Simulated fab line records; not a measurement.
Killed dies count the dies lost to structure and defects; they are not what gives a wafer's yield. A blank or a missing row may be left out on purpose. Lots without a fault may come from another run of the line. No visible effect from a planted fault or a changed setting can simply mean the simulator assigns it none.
fab line records	flow sfq_line
[record] lots = 7	wafers = 21	last_day = 95
route steps=325 shown M0@32 I0@43 M1@58 I1@73 M8@325
lots untouched by any fault: they come from a run of this same line in which no faults occurred
start_h: hours from the record's first day to the start of the lot's first wafer shown	wait_h: how many hours have passed since the lot's step before this one	" unchanged from the row above	L1.1+2: a single row standing in for several wafers	- no value present, or no start provided	* or withheld: withheld	< > ~ a bound
route shown NAME@n: NAME is a module with steps in the file, n the number in the route of the first one	usual: mean/standard deviation of fault-free wafers	same: alike in all rows	chamber/n: place in a boat	sites: each site's reading	_std_site: the standard deviation of these	_edge_site: mean of outer sites minus mean of inner sites	radius_mm: how far each site lies from the wafer's centre	mask NAME#n: copy n	behind: the last tool/chamber to shape the wafer	hold: why the lot was held/for how many hours/how that ended	device: transistor that didn't switch, given as n, p or np	end of line: the tests these same wafers got at the end of their route	a step with no rows: only its recipe	killed: at the first sort, the dies lost to defects and structure; wafer yield is something else	map: the dies of a wafer, with x for killed, . for not killed, _ for no die there
set.NAME: the setting as run; set.NAME@STEP: as run at that earlier step	model.NAME: the simulator's own value behind a step, which no gauge read
certain route steps with their lots: each step a table, each wafer a row
services: from which hour (start_h, from the record's first day; less than 0 if before it) a tool's chamber was out of use, for how many hours, and why
[[steps]]
[step SFQ_TRILAYER_M0_LITHO_COAT_026]
[recipe] resist = BARC	spin_rpm = 3000	resist_thk_nm = 62
[step SFQ_TRILAYER_M0_LITHO_COAT_021]
[recipe] resist = KrF	spin_rpm = 3000	resist_thk_nm = 600
[step SFQ_TRILAYER_M0_LITHO_SOFTBAKE_025]
[recipe] temp_c = withheld	time_s = withheld	resist = KrF
[step SFQ_TRILAYER_M0_LITHO_EXPOSE_022]
[recipe] mask_id = M0	na = 0.6	source_shape = conventional	sigma_outer = 0.65	target_cd_nm = 500	dose_mj = 14.4
[step SFQ_TRILAYER_M0_LITHO_PEB_024]
[recipe] peb_temp_c = 115	peb_time_s = 60	resist = KrF
[step SFQ_TRILAYER_M0_LITHO_DEVELOP_023]
[recipe] time_s = 60	resist = KrF
[step SFQ_M0_OVL_MEAS_906]
[usual] M0_OVL = -4/4.9
lot.wafer	tool	chamber	start_h	wait_h	M0_OVL[nm]
L607.1	overlay-01	-	258.16	0.1	-7
L607.3	"	-	"	"	-7
L607.5	"	-	"	"	-7
L608.2	overlay-02	-	267.76	0.1	-2
L608.3	"	-	"	"	0
L608.6	"	-	"	"	1
L609.2	overlay-02	-	272.56	0.1	0
L609.3	"	-	"	"	2
L609.4	"	-	"	"	6
L610.1	overlay-01	-	273.76	0.1	-6
L610.2	"	-	"	"	-7
L610.6	"	-	"	"	-3
L612.3	overlay-01	-	282.17	0.1	-11
L612.4	"	-	"	"	-12
L612.5	"	-	"	"	-9
L613.2	overlay-02	-	289.36	0.1	-3
L613.5	"	-	"	"	-10
L613.6	"	-	"	"	0
L622.1	overlay-01	-	495.19	0.1	-4
L622.2	"	-	"	"	-1
L622.5	"	-	"	"	-2
[step SFQ_TRILAYER_M0_BARC_OPEN_METAL_ETCH_031]
[recipe] mask_material = PR	chemistry = O2	target_depth_nm = 125	target = BARC	icp_w = 600	bias_w = 80	pressure_mtorr = 10	time_s = 41.7
[step SFQ_TRILAYER_M0_ETCH_METAL_ETCH_024]
[recipe] target = Nb	stop_on = SiO2	mask_material = PR	chemistry = Cl2/Ar	target_depth_nm = 240	icp_w = 600	bias_w = 80	pressure_mtorr = 10	time_s = 120
[usual] drypump_motor_current_A = 5.8/0.42	oes_product_au = 0.895/0.0084
lot.wafer	tool	chamber	start_h	wait_h	drypump_motor_current_A	oes_product_au	rf_hours_counter_h
L607.1	rie_metal-04	0	258.25	0.0	6.2	0.900	34
L607.3	"	1	"	"	6.0	0.887	-
L607.5	"	1	"	"	6.1	0.896	-
L608.2	rie_metal-03	1	267.85	0.0	5.3	0.892	151
L608.3	"	1	"	"	5.3	0.892	-
L608.6	"	1	"	"	5.3	0.900	-
L609.2	rie_metal-03	0	272.65	0.0	5.4	0.911	181
L609.3	"	1	"	"	5.3	0.895	-
L609.4	"	0	"	"	5.4	0.893	-
L610.1	rie_metal-04	1	273.85	0.0	6.1	0.899	65
L610.2	"	0	"	"	6.2	0.905	36
L610.6	"	1	"	"	6.0	0.901	-
L612.3	rie_metal-04	0	282.29	0.1	6.2	0.886	-
L612.4	"	1	"	"	6.1	0.892	-
L612.5	"	0	"	"	6.2	0.901	-
L613.2	rie_metal-02	0	289.45	0.0	5.4	0.871	11
L613.5	"	1	"	"	6.2	0.885	-
L613.6	"	0	"	"	5.4	0.889	-
L622.1	rie_metal-02	0	495.29	0.0	5.4	0.891	43
L622.2	"	1	"	"	6.2	0.894	138
L622.5	"	1	"	"	6.2	0.897	-
[step SFQ_TRILAYER_M0_STRIP_STRIP_025]
[recipe] gas = O2	power_w = 200	platen_temp_c = 40	overash_fraction = 0.65	chemistry = O2	pressure_mtorr = 50
[step SFQ_TRILAYER_M0_STRIP_SOLV_CLEAN_026]
[recipe] chemistry = NMP	temp_c = 70	time_s = 600
[step SFQ_TRILAYER_I0_DEP_PECVD_027]
[recipe] material = SiO2	temp_c = 150	time_s = 111.11	pressure_torr = 2.4	rf_w = 183.3	precursor = SiH4/N2O	target_thk_nm = 500
[step SFQ_TRILAYER_I0_CMP_CMP_028]
[recipe] material = SiO2	down_force_psi = 3	platen_rpm = 60	pad_velocity_m_s = 0.94248
[usual] motor_current_A = 10.1/1	time_to_endpoint_s = 216/7.7
lot.wafer	tool	chamber	start_h	wait_h	motor_current_A	time_to_endpoint_s	model.SiO2_of_TRILAYER_I0_DEP_PECVD_027.thk_nm
L607.1	cmp-01	2	262.22	3.0	10.1	193	198.3
L607.3	"	1	263.72	4.5	11.0	211	200.2
L607.5	"	2	"	"	9.8	201	198.4
L608.3	cmp-02	3	269.61	0.8	11.7	283	306.7
L608.2	"	0	"	"	9.6	224	200.5
L608.6	"	0	272.11	3.3	10.5	282	307.1
L609.2	cmp-02	3	276.11	2.5	11.5	217	200.3
L609.3	"	0	"	"	9.7	275	304.5
L609.4	"	1	"	"	8.4	215	200.1
L610.2	cmp-01	2	278.00	3.2	9.9	213	198.9
L610.1	"	0	279.00	4.2	11.2	209	200.6
L610.6	"	1	"	"	11.1	228	200.3
L612.3	cmp-02	1	283.73	0.5	8.2	286	307.4
L612.4	"	3	284.73	1.5	11.6	220	200.2
L612.5	"	0	"	"	9.4	291	311.2
L613.2	cmp-01	3	291.47	1.1	9.5	209	199.8
L613.5	"	1	292.47	2.0	11.0	214	199.3
L613.6	"	2	"	"	9.8	209	198
L622.1	cmp-02	3	502.21	6.0	11.9	216	200.2
L622.2	"	2	503.71	7.5	8.7	216	201.3
L622.5	"	3	"	"	11.7	217	199.1
[step SFQ_I0_BOW_MEAS_907]
[recipe] mode = bow
[usual] I0_BOW = 1/7.9
lot.wafer	tool	chamber	start_h	wait_h	I0_BOW[um]
L607.1	film_metro-04	-	265.22	2.5	7
L607.3	"	-	"	"	2
L607.5	"	-	"	"	-8
L608.2	film_metro-01	-	272.63	2.0	9
L608.3	"	-	"	"	10
L608.6	"	-	"	"	-4
L609.2	film_metro-03	-	278.63	2.0	4
L609.3	"	-	"	"	16
L609.4	"	-	"	"	3
L610.1	film_metro-04	-	280.50	1.0	20
L610.2	"	-	"	"	-3
L610.6	"	-	"	"	11
L612.3	film_metro-04	-	286.27	2.0	13
L612.4	"	-	"	"	8
L612.5	"	-	"	"	5
L613.2	film_metro-03	-	293.49	1.5	4
L613.5	"	-	"	"	-2
L613.6	"	-	"	"	6
L622.1	film_metro-03	-	505.21	2.5	-9
L622.2	"	-	"	"	4
L622.5	"	-	"	"	-4
[step SFQ_TRILAYER_I0_METRO_MEASURE_029]
[usual] thk_nm = 200.2/1.1
lot.wafer	tool	chamber	start_h	wait_h	thk_nm
L607.1	film_metro-04	-	265.34	0.1	198.2
L607.3	"	-	"	"	200.2
L607.5	"	-	"	"	198.4
L608.2	film_metro-01	-	272.93	0.3	200.5
L608.3	"	-	"	"	306.7
L608.6	"	-	"	"	307.0
L609.2	film_metro-03	-	278.93	0.3	200.2
L609.3	"	-	"	"	304.6
L609.4	"	-	"	"	200.0
L610.1	film_metro-04	-	280.62	0.1	200.5
L610.2	"	-	"	"	198.8
L610.6	"	-	"	"	200.4
L612.3	film_metro-04	-	286.75	0.5	307.4
L612.4	"	-	"	"	200.3
L612.5	"	-	"	"	311.3
L613.2	film_metro-03	-	293.79	0.3	199.8
L613.5	"	-	"	"	199.4
L613.6	"	-	"	"	197.9
L622.1	film_metro-03	-	505.33	0.1	200.1
L622.2	"	-	"	"	201.3
L622.5	"	-	"	"	199.2
[step SFQ_TRILAYER_I0_VIA_LITHO_COAT_036]
[recipe] resist = BARC	spin_rpm = 3000	resist_thk_nm = 62
[step SFQ_TRILAYER_I0_VIA_LITHO_COAT_031]
[recipe] resist = KrF	spin_rpm = 3000	resist_thk_nm = 650
[step SFQ_TRILAYER_I0_VIA_LITHO_SOFTBAKE_035]
[recipe] temp_c = withheld	time_s = withheld	resist = KrF
[step SFQ_TRILAYER_I0_VIA_LITHO_EXPOSE_032]
[recipe] mask_id = I0	na = 0.6	source_shape = conventional	sigma_outer = 0.65	target_cd_nm = 500	dose_mj = 21.3
[step SFQ_TRILAYER_I0_VIA_LITHO_PEB_034]
[recipe] peb_temp_c = 115	peb_time_s = 60	resist = KrF
[step SFQ_TRILAYER_I0_VIA_LITHO_DEVELOP_033]
[recipe] time_s = 60	resist = KrF
[step SFQ_I0_OVL_MEAS_908]
[usual] I0_OVL = 1/6
lot.wafer	tool	chamber	start_h	wait_h	I0_OVL[nm]
L607.1	overlay-01	-	389.86	0.1	8
L607.3	"	-	"	"	7
L607.5	"	-	"	"	6
L608.2	overlay-01	-	393.47	0.1	11
L608.3	"	-	"	"	7
L608.6	"	-	"	"	10
L609.2	overlay-02	-	395.87	0.1	-11
L609.3	"	-	"	"	-5
L609.4	"	-	"	"	-18
L610.1	overlay-02	-	397.06	0.1	12
L610.2	"	-	"	"	9
L610.6	"	-	"	"	9
L612.3	overlay-01	-	400.67	0.1	6
L612.4	"	-	"	"	3
L612.5	"	-	"	"	7
L613.2	overlay-01	-	404.27	0.1	6
L613.5	"	-	"	"	10
L613.6	"	-	"	"	6
L622.1	overlay-02	-	660.46	0.1	3
L622.2	"	-	"	"	0
L622.5	"	-	"	"	2
[step SFQ_TRILAYER_I0_VIA_BARC_OPEN_VIA_ETCH_046]
[recipe] mask_material = PR	chemistry = O2	target_depth_nm = 125	target = BARC	source_w = 500	bias_w = 80	pressure_mtorr = 30	time_s = 41.7
[step SFQ_TRILAYER_I0_VIA_ETCH_VIA_ETCH_034]
[recipe] target = SiO2	stop_on = Nb	mask_material = PR	taper_deg = 20	chemistry = CHF3	target_depth_nm = 260	source_w = 500	bias_w = 80	pressure_mtorr = 30	time_s = withheld
[usual] drypump_motor_current_A = 5.66/0.28	oes_product_au = 0.855/0.0051
lot.wafer	tool	chamber	start_h	wait_h	drypump_motor_current_A	oes_product_au	model.I0.feature_depth_nm	model.etch.depth_nm
L607.1	rie_diel-02	1	389.94	0.0	5.86	0.855	198.3	198.3
L607.3	"	3	"	"	6.03	0.852	200.2	200.2
L607.5	"	2	"	"	5.13	0.864	198.4	198.4
L608.2	rie_diel-02	1	393.54	0.0	5.94	0.854	200.5	200.5
L608.3	"	2	"	"	5.11	0.996	261	261
L608.6	"	3	"	"	6.03	1.015	263.3	263.3
L609.2	rie_diel-03	0	395.94	0.0	5.67	0.854	200.3	200.3
L609.3	"	3	"	"	5.92	0.996	257.8	257.8
L609.4	"	2	"	"	5.53	0.850	200.1	200.1
L610.1	rie_diel-01	3	397.14	0.0	5.66	0.856	200.6	200.6
L610.2	"	2	"	"	6.07	0.861	198.9	198.9
L610.6	"	3	"	"	5.66	0.856	200.3	200.3
L612.3	rie_diel-01	1	400.74	0.0	5.29	1.011	265.1	265.1
L612.4	"	0	"	"	5.37	0.861	200.2	200.2
L612.5	"	1	"	"	5.28	1.012	264.5	264.5
L613.2	rie_diel-03	3	404.34	0.0	5.92	0.863	199.8	199.8
L613.5	"	2	"	"	5.55	0.861	199.3	199.3
L613.6	"	3	"	"	5.96	0.846	198	198
L622.1	rie_diel-03	2	660.53	0.0	5.54	0.856	200.2	200.2
L622.2	"	3	"	"	5.92	0.866	201.3	201.3
L622.5	"	2	"	"	5.54	0.859	199.1	199.1
[step SFQ_TRILAYER_I0_VIA_STRIP_STRIP_035]
[recipe] gas = O2	power_w = 200	platen_temp_c = 40	overash_fraction = 0.65	chemistry = O2	pressure_mtorr = 50
[step SFQ_TRILAYER_I0_VIA_STRIP_SOLV_CLEAN_036]
[recipe] chemistry = NMP	temp_c = 70	time_s = 600
[step SFQ_TRILAYER_M1_DEP_PRE_CLEAN_038]
[recipe] gas = Ar	time_s = 22.5	bias_v = 250
[usual] bias_v = 250.2/2.5
lot.wafer	tool	chamber	start_h	wait_h	bias_v	model.SiO2_of_TRILAYER_I0_DEP_PECVD_027.thk_nm
L607.1	pvd_sputter-04	-	390.82	0.0	251.4	190.8
L607.3	"	-	"	"	252.7	192.7
L607.5	"	-	"	"	249.0	190.9
L608.2	pvd_sputter-04	-	394.44	0.0	247.3	193
L608.3	"	-	"	"	252.1	299.2
L608.6	"	-	"	"	250.1	299.6
L609.2	pvd_sputter-05	-	396.84	0.0	251.7	192.8
L609.3	"	-	"	"	249.4	296.9
L609.4	"	-	"	"	251.7	192.6
L610.1	pvd_sputter-04	-	398.02	0.0	248.4	193.1
L610.2	"	-	"	"	255.5	191.4
L610.6	"	-	"	"	249.9	192.8
L612.3	pvd_sputter-04	-	401.62	0.0	251.6	299.9
L612.4	"	-	"	"	250.0	192.7
L612.5	"	-	"	"	248.1	303.7
L613.2	pvd_sputter-04	-	405.22	0.0	251.0	192.3
L613.5	"	-	"	"	249.5	191.8
L613.6	"	-	"	"	250.4	190.5
L622.1	pvd_sputter-05	-	661.44	0.0	248.7	192.7
L622.2	"	-	"	"	249.6	193.8
L622.5	"	-	"	"	247.6	191.6
[step SFQ_TRILAYER_M1_DEP_SPUTTER_037]
[recipe] material = Nb	base_pressure_pa = 1.33e-06	chamber_pressure_pa = 0.1333	substrate_temp_c = 20	resputter_cathode_voltage_v = 400	target_thk_nm = 200	power_w = 2000	time_s = 133.3
[usual] throttle_valve_pct = 30.1/1.5
lot.wafer	tool	chamber	start_h	wait_h	throttle_valve_pct
L607.1	pvd_sputter-04	-	390.85	0.0	31.5
L607.3	"	-	"	"	30.7
L607.5	"	-	"	"	31.1
L608.2	pvd_sputter-04	-	394.47	0.0	30.8
L608.3	"	-	"	"	31.0
L608.6	"	-	"	"	31.3
L609.2	pvd_sputter-05	-	396.87	0.0	29.6
L609.3	"	-	"	"	30.3
L609.4	"	-	"	"	31.2
L610.1	pvd_sputter-04	-	398.05	0.0	31.4
L610.2	"	-	"	"	30.9
L610.6	"	-	"	"	31.6
L612.3	pvd_sputter-04	-	401.65	0.0	30.9
L612.4	"	-	"	"	31.3
L612.5	"	-	"	"	31.2
L613.2	pvd_sputter-04	-	405.25	0.0	31.3
L613.5	"	-	"	"	31.3
L613.6	"	-	"	"	30.8
L622.1	pvd_sputter-05	-	661.47	0.0	26.6
L622.2	"	-	"	"	29.9
L622.5	"	-	"	"	27.0
[step SFQ_M1_RS_MEAS_909]
[recipe] thk_meas_gauge = four-point-probe	reads = Nb_of_TRILAYER_M1_DEP_SPUTTER_037
[usual] M1_NB_RS = 0.887/0.0095
lot.wafer	tool	chamber	start_h	wait_h	M1_NB_RS[ohm/sq]
L607.1	film_metro-03	-	390.94	0.0	0.879
L607.3	"	-	"	"	0.882
L607.5	"	-	"	"	0.877
L608.2	film_metro-02	-	394.58	0.1	0.879
L608.3	"	-	"	"	0.867
L608.6	"	-	"	"	0.872
L609.2	film_metro-03	-	396.98	0.1	0.881
L609.3	"	-	"	"	0.876
L609.4	"	-	"	"	0.871
L610.1	film_metro-01	-	398.14	0.0	0.879
L610.2	"	-	"	"	0.883
L610.6	"	-	"	"	0.882
L612.3	film_metro-02	-	401.78	0.1	0.881
L612.4	"	-	"	"	0.879
L612.5	"	-	"	"	0.877
L613.2	film_metro-01	-	405.36	0.1	0.876
L613.5	"	-	"	"	0.884
L613.6	"	-	"	"	0.880
L622.1	film_metro-03	-	661.56	0.0	0.896
L622.2	"	-	"	"	0.886
L622.5	"	-	"	"	0.897
[step SFQ_TRILAYER_M1_LITHO_COAT_044]
[recipe] resist = BARC	spin_rpm = 3000	resist_thk_nm = 62
[step SFQ_TRILAYER_M1_LITHO_COAT_039]
[recipe] resist = KrF	spin_rpm = 3000	resist_thk_nm = 600
[step SFQ_TRILAYER_M1_LITHO_SOFTBAKE_043]
[recipe] temp_c = withheld	time_s = withheld	resist = KrF
[step SFQ_TRILAYER_M1_LITHO_EXPOSE_040]
[recipe] mask_id = M1	na = 0.6	source_shape = conventional	sigma_outer = 0.65	target_cd_nm = 500	dose_mj = 14.4
[step SFQ_TRILAYER_M1_LITHO_PEB_042]
[recipe] peb_temp_c = 115	peb_time_s = 60	resist = KrF
[step SFQ_TRILAYER_M1_LITHO_DEVELOP_041]
[recipe] time_s = 60	resist = KrF
[step SFQ_M1_OVL_MEAS_911]
[usual] M1_OVL = 2/5
lot.wafer	tool	chamber	start_h	wait_h	M1_OVL[nm]
L607.1	overlay-01	-	434.52	0.1	5
L607.3	"	-	"	"	2
L607.5	"	-	"	"	7
L608.2	overlay-02	-	438.13	0.1	-2
L608.3	"	-	"	"	-3
L608.6	"	-	"	"	-2
L609.2	overlay-02	-	440.53	0.1	9
L609.3	"	-	"	"	7
L609.4	"	-	"	"	5
L610.1	overlay-01	-	441.72	0.1	-2
L610.2	"	-	"	"	-5
L610.6	"	-	"	"	-4
L612.3	overlay-01	-	449.51	0.1	1
L612.4	"	-	"	"	1
L612.5	"	-	"	"	3
L613.2	overlay-01	-	450.70	0.1	10
L613.5	"	-	"	"	5
L613.6	"	-	"	"	2
L622.1	overlay-02	-	808.09	0.1	2
L622.2	"	-	"	"	6
L622.5	"	-	"	"	4
[step SFQ_TRILAYER_M1_BARC_OPEN_METAL_ETCH_054]
[recipe] mask_material = PR	chemistry = O2	target_depth_nm = 125	target = BARC	icp_w = 600	bias_w = 80	pressure_mtorr = 10	time_s = 41.7
[usual] drypump_motor_current_A = 5.7/0.37	oes_product_au = 0.685/0.0042
lot.wafer	tool	chamber	start_h	wait_h	drypump_motor_current_A	oes_product_au	rf_hours_counter_h
L607.1	rie_metal-01	0	434.56	0.0	5.9	0.687	54
L607.3	"	0	"	"	5.9	0.685	-
L607.5	"	0	"	"	5.9	0.691	-
L608.2	rie_metal-03	1	438.16	0.0	5.3	0.689	14
L608.3	"	0	"	"	5.3	0.690	-
L608.6	"	1	"	"	5.3	0.684	-
L609.2	rie_metal-04	0	440.56	0.0	6.2	0.688	57
L609.3	"	0	"	"	6.3	0.682	-
L609.4	"	1	"	"	6.1	0.686	-
L610.1	rie_metal-03	0	441.76	0.0	5.4	0.683	17
L610.2	"	1	"	"	5.3	0.683	15
L610.6	"	1	"	"	5.3	0.687	-
L612.3	rie_metal-04	1	449.55	0.0	6.1	0.686	-
L612.4	"	0	"	"	6.2	0.690	-
L612.5	"	1	"	"	6.1	0.682	-
L613.2	rie_metal-01	1	450.73	0.0	5.5	0.676	71
L613.5	"	0	"	"	5.9	0.685	-
L613.6	"	1	"	"	5.5	0.685	-
L622.1	rie_metal-04	0	808.12	0.0	6.2	0.683	111
L622.2	"	0	"	"	6.3	0.684	-
L622.5	"	0	"	"	6.2	0.680	-
[step SFQ_TRILAYER_M1_ETCH_METAL_ETCH_042]
[recipe] target = Nb	stop_on = SiO2	mask_material = PR	chemistry = Cl2/Ar	target_depth_nm = 240	icp_w = 600	bias_w = 80	pressure_mtorr = 10	time_s = 120
[step SFQ_TRILAYER_M1_STRIP_STRIP_043]
[recipe] gas = O2	power_w = 200	platen_temp_c = 40	overash_fraction = 0.65	chemistry = O2	pressure_mtorr = 50
[usual] drypump_motor_current_A = 5.7/0.37	oes_product_au = 1.003/0.0092
lot.wafer	tool	chamber	start_h	wait_h	drypump_motor_current_A	oes_product_au	rf_hours_counter_h
L607.1	rie_metal-01	0	434.74	0.1	5.9	1.008	55
L607.3	"	0	"	"	5.9	0.999	-
L607.5	"	0	"	"	5.9	1.012	-
L608.2	rie_metal-03	1	438.34	0.1	5.3	0.996	14
L608.3	"	0	"	"	5.4	1.015	-
L608.6	"	1	"	"	5.3	0.993	-
L609.2	rie_metal-04	0	440.74	0.1	6.2	1.003	58
L609.3	"	0	"	"	6.2	1.014	-
L609.4	"	1	"	"	6.1	0.998	-
L610.1	rie_metal-03	0	441.94	0.1	5.3	1.004	17
L610.2	"	1	"	"	5.3	0.991	15
L610.6	"	1	"	"	5.3	1.001	-
L612.3	rie_metal-04	1	449.92	0.2	6.1	0.990	-
L612.4	"	0	"	"	6.2	1.004	-
L612.5	"	1	"	"	6.1	0.997	-
L613.2	rie_metal-01	1	450.92	0.1	5.5	0.995	71
L613.5	"	0	"	"	5.9	0.999	-
L613.6	"	1	"	"	5.5	0.996	-
L622.1	rie_metal-04	0	808.49	0.2	6.2	1.008	111
L622.2	"	0	"	"	6.2	1.016	-
L622.5	"	0	"	"	6.2	1.000	-
[step SFQ_TRILAYER_M1_STRIP_SOLV_CLEAN_044]
[recipe] chemistry = NMP	temp_c = 70	time_s = 600
[step SFQ_TRILAYER_I1_DEP_PECVD_045]
[recipe] material = SiO2	temp_c = 150	time_s = 111.11	pressure_torr = 2.4	rf_w = 183.3	precursor = SiH4/N2O	target_thk_nm = 500
[usual] chamber_pressure_Torr = 2.401/0.0055	heater_power_w = 77/13	throttle_valve_pct = 25.1/1.5
lot.wafer	tool	chamber	start_h	wait_h	chamber_pressure_Torr	heater_power_w	throttle_valve_pct
L607.1	pecvd-04	0	435.52	0.0	2.398	73	22.5
L607.3	"	2	"	"	2.406	67	24.1
L607.5	"	0	"	"	2.388	78	22.8
L608.2	pecvd-03	2	439.12	0.0	2.394	56	25.9
L608.3	"	2	"	"	2.399	56	25.7
L608.6	"	1	"	"	2.407	94	27.6
L609.2	pecvd-01	1	441.53	0.0	2.402	81	26.4
L609.3	"	2	"	"	2.393	83	25.3
L609.4	"	0	"	"	2.415	73	25.4
L610.1	pecvd-04	2	442.72	0.0	2.405	63	24.4
L610.2	"	1	"	"	2.399	84	23.2
L610.6	"	2	"	"	2.402	66	24.2
L612.3	pecvd-03	1	450.55	0.0	2.389	97	27.3
L612.4	"	2	"	"	2.411	56	25.7
L612.5	"	2	"	"	2.405	47	25.8
L613.2	pecvd-01	1	451.69	0.0	2.407	75	26.4
L613.5	"	0	"	"	2.405	84	25.6
L613.6	"	2	"	"	2.400	86	25.7
L622.1	pecvd-03	0	809.87	0.0	2.390	78	24.1
L622.2	"	1	"	"	2.402	93	27.6
L622.5	"	1	"	"	2.390	93	27.6
[step SFQ_M8_BOW_MEAS_951]
[recipe] mode = bow
[usual] M8_BOW = 8/12
lot.wafer	tool	chamber	start_h	wait_h	M8_BOW[um]	model.etest.i0.link_ohm
L607.1	film_metro-03	-	2097.24	0.0	25	1.943
L607.3	"	-	"	"	20	1.958
L607.5	"	-	"	"	10	1.944
L608.2	film_metro-03	-	2108.06	0.0	18	1.952
L608.3	"	-	"	"	20	1e+06
L608.6	"	-	"	"	6	1e+06
L609.2	film_metro-01	-	2118.86	0.0	0	1.94
L609.3	"	-	"	"	13	1e+06
L609.4	"	-	"	"	-1	1.95
L610.1	film_metro-01	-	2122.22	0.0	17	1.947
L610.2	"	-	"	"	-7	1.946
L610.6	"	-	"	"	9	1.95
L612.3	film_metro-01	-	2128.48	0.0	24	1e+06
L612.4	"	-	"	"	19	1.958
L612.5	"	-	"	"	16	1e+06
L613.2	film_metro-03	-	2130.86	0.0	6	1.982
L613.5	"	-	"	"	0	1.967
L613.6	"	-	"	"	7	1.974
L622.1	film_metro-04	-	2271.23	0.0	-14	1.975
L622.2	"	-	"	"	-3	1.964
L622.5	"	-	"	"	-10	1.981
[[services]]
tool	chamber	start_h	hours	kind
pvd_sputter-04	-	240.99	1.2	repair
pvd_sputter-04	-	257.55	2.0	repair
cmp-02	-	301.59	4.2	repair
rie_metal-03	0	341.89	26.5	repair
cmp-02	-	347.47	1.0	repair
cmp-02	-	381.77	1.2	repair
cmp-02	-	408.01	4.0	pm
cmp-02	-	419.39	6.1	pm
rie_metal-03	-	480.36	1.3	repair
rie_metal-01	1	480.73	7.6	repair
rie_metal-03	-	481.62	2.8	pm
rie_metal-03	-	485.71	0.3	repair
pvd_sputter-04	-	486.01	12.6	repair
rie_metal-04	1	493.02	3.1	repair
pvd_sputter-04	-	524.57	13.1	repair
rie_metal-03	-	535.82	0.3	repair
pvd_sputter-04	-	553.53	0.5	repair
rie_metal-03	1	555.94	14.2	repair
rie_metal-03	0	618.72	2.1	repair
rie_metal-03	-	647.86	1.4	pm
rie_metal-04	0	657.09	4.5	repair
rie_metal-03	-	695.96	0.4	repair
rie_metal-03	0	704.17	59.2	repair
pvd_sputter-04	-	748.47	0.9	repair
[[key]]
[first_sign] step = SFQ_TRILAYER_I0_CMP_CMP_028	reading = time_to_endpoint_s	direction = up	sigmas = 8.8	usual = *	struck = *
[effect] step = SFQ_TRILAYER_I0_METRO_MEASURE_029	reading = thk_nm	direction = up	sigmas = 99+	usual = 200.2	struck = 307.4
[effect] step = SFQ_TRILAYER_I0_VIA_ETCH_VIA_ETCH_034	reading = oes_product_au	direction = up	sigmas = 29	usual = 0.855	struck = 1.006
[model_effect] step = SFQ_TRILAYER_I0_CMP_CMP_028	value = SiO2_of_TRILAYER_I0_DEP_PECVD_027.thk_nm	without = 200.8	struck = 307.4
[model_effect] step = SFQ_TRILAYER_I0_VIA_ETCH_VIA_ETCH_034	value = I0.feature_depth_nm	without = 200.8	struck = 262.4
[model_effect] step = SFQ_TRILAYER_M1_DEP_PRE_CLEAN_038	value = SiO2_of_TRILAYER_I0_DEP_PECVD_027.thk_nm	without = 193.3	struck = 299.9
[model_effect] step = SFQ_M8_BOW_MEAS_951	value = etest.i0.link_ohm	without = 1.948	struck = 1e+06
met_at SFQ_TRILAYER_I0_CMP_CMP_028
struck_wafers L608.3,L608.6,L609.3,L612.3,L612.5
[fault] kind = process_parameter_drift	tool = cmp-02	chamber = -	onset_h = 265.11	steps = SFQ_TRILAYER_I0_CMP_CMP_028	channel = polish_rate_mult	offset = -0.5	shape = step	end_h = 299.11	scope = struck_wafers_only
